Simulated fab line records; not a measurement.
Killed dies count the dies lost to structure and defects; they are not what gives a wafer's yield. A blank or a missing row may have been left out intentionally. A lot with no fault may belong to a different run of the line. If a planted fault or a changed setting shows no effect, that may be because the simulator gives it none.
Matching of chambers :: flow sky130 :: cmp-01 running SKY_LI_CONTACT_CMP_02: 4 sister chambers
The step polishes PSG. 4 wafers are shown with their chamber, then 12 later ones without.

## WAFERS PAIRED WITH THEIR CHAMBERS
wafer: L084.5
chamber: 2
motor current A (A): 13.6

wafer: L091.1
chamber: 1
motor current A (A): 11.8

wafer: L091.3
chamber: 3
motor current A (A): 11.3

wafer: L091.4
chamber: 0
motor current A (A): 11.0

## WAFERS WITH NO CHAMBER GIVEN
wafer: L093.1
motor current A (A): 11.8

wafer: L093.3
motor current A (A): 13.0

wafer: L093.5
motor current A (A): 10.8

wafer: L094.1
motor current A (A): 10.7

wafer: L094.5
motor current A (A): 11.5

wafer: L094.6
motor current A (A): 11.3

wafer: L095.3
motor current A (A): 13.1

wafer: L095.4
motor current A (A): 11.2

wafer: L095.5
motor current A (A): 13.3

wafer: L096.2
motor current A (A): 10.8

wafer: L096.3
motor current A (A): 10.9

wafer: L096.4
motor current A (A): 11.9

## THE CHAMBER EACH PASSED THROUGH
wafer: L093.1
from the rows above: can't be placed: 1 or 3
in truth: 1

wafer: L093.3
from the rows above: 2
in truth: 2

wafer: L093.5
from the rows above: can't be placed: 0 or 3
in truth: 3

wafer: L094.1
from the rows above: can't be placed: 0 or 3
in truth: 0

wafer: L094.5
from the rows above: can't be placed: 3 or 1 or 0
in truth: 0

wafer: L094.6
from the rows above: can't be placed: 3 or 0 or 1
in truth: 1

wafer: L095.3
from the rows above: 2
in truth: 2

wafer: L095.4
from the rows above: can't be placed: 3 or 0 or 1
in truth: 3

wafer: L095.5
from the rows above: 2
in truth: 2

wafer: L096.2
from the rows above: can't be placed: 0 or 3
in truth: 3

wafer: L096.3
from the rows above: can't be placed: 0 or 3
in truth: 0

wafer: L096.4
from the rows above: can't be placed: 1 or 3
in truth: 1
Placed correctly: 3 of 12. Can't be placed from these rows: 9 (the true chamber is among the candidates in 9). Number placed wrongly: 0.
How it was worked out, from the rows above alone: a wafer's distance from a chamber is the root of the sum, over the readings, of the square of ((its reading less the chamber's mean) divided by the reading's scatter). The wafer belongs to the nearest chamber; if the next one is less than 2 further off, it can't be placed. A chamber's mean is the mean of its shown wafers. The scatter: root of mean squared gap, hidden wafer to nearest shown wafer, with one shown wafer a chamber.
